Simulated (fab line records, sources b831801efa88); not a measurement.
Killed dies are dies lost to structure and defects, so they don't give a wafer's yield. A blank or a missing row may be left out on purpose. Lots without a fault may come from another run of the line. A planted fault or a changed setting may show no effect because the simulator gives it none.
Problem report in the 8D (eight disciplines) form, filled by code | flow gf180mcu | the parts of the form that need people (team, actions taken, sign-off) are left out

1. THE PROBLEM
NWELL_TW at GF_NWELL_TW_MEAS_11 reads a mean of 2901 on 6 wafers of 2 lots; wafers without a fault read 1576 with a standard deviation of 21. That is +63 standard deviations from the usual mean.
First seen on wafer L564.2, day 5 13:38, on film_metro-01. The record holds 42 wafers of 14 lots with a number at this step. Rule for "out", or "out of limits": more than 4 standard deviations from the usual mean. The other wafers with a number count as sound.

2. WHAT IT IS AND WHAT IT IS NOT
question                    | is                           | is not
which readings at this step | NWELL_TW                     | -
which lots                  | L564, L565                   | L554, L555, L556, L557, L562, L563, L568, L569, L570, L572, L576, L577
which wafers of those lots  | all that have a number       | -
read on which gauges        | film_metro-01, film_metro-04 | film_metro-02
when                        | from day 5 13:38             | up to then (18 sound wafers); but 18 sound wafers of L568, L569, L570, L572, L576, L577 came after

3. SUSPECTS, AND WHAT RULES EACH OUT
Counting: a tool at a process step up to the reading stays a suspect if it ran every lot that is out and no sound lot after the first of them.
- the gauge at GF_NWELL_TW_MEAS_11: ruled out. The wafers that are out were read on 2 gauges (film_metro-01, film_metro-04).
- implanter-04 at GF_NWELL_IMPLANT_08: ruled out as a lasting fault. Sound lots L576, L577 ran on it after its first lot that is out, L564 (day 5 13:10).
Left after counting: nothing in the record.

4. THE CAUSE (what the simulator had put in)
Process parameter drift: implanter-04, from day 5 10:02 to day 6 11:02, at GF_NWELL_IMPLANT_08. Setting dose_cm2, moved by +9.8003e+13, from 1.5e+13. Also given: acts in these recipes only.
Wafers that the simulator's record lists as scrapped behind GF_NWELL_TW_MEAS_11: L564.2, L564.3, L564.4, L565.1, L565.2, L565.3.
Counting ruled it out, wrongly: the rule takes a fault to strike every lot that its tool runs from its start on, and this one did not.

5. THE CHAIN OF EFFECTS, in route order
Each row: a reading whose mean over the struck wafers that have a number lies more than 3 standard deviations from the usual. Only readings for which the record gives a usual standard deviation are gone through. hours: the time from each lot's start at the first step in this table that gives one to its start at this step, as a median over the lots. sigmas: the change in usual standard deviations.
hours | step                | reading            | usual      | on struck wafers | change      | sigmas
0     | GF_NWELL_IMPLANT_08 | beam_on_s          | 9.98 s     | 48.13            | +38.15      | +99 or more
0     | GF_NWELL_IMPLANT_08 | dose_ions_cm2      | 1.4998e+13 | 1.1302e+14       | +9.8019e+13 | +99 or more
0     | GF_NWELL_IMPLANT_08 | faraday_current_uA | 84.8       | 132.3            | +47.5       | +28
0     | GF_NWELL_TW_MEAS_11 | NWELL_TW           | 1576       | 2901             | +1325       | +63
The process steps in it:
- GF_NWELL_IMPLANT_08

6. WHAT WOULD HAVE CAUGHT IT SOONER
In this record the first reading out of limits at a measuring or inspecting step was taken at day 5 13:38, 4 hours after the fault began at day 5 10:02.
The tool's own readings at GF_NWELL_IMPLANT_08 were out on every struck wafer that the step has a row for (beam_on_s, dose_ions_cm2, faraday_current_uA): an alarm limit on them would have fired on the first of those.
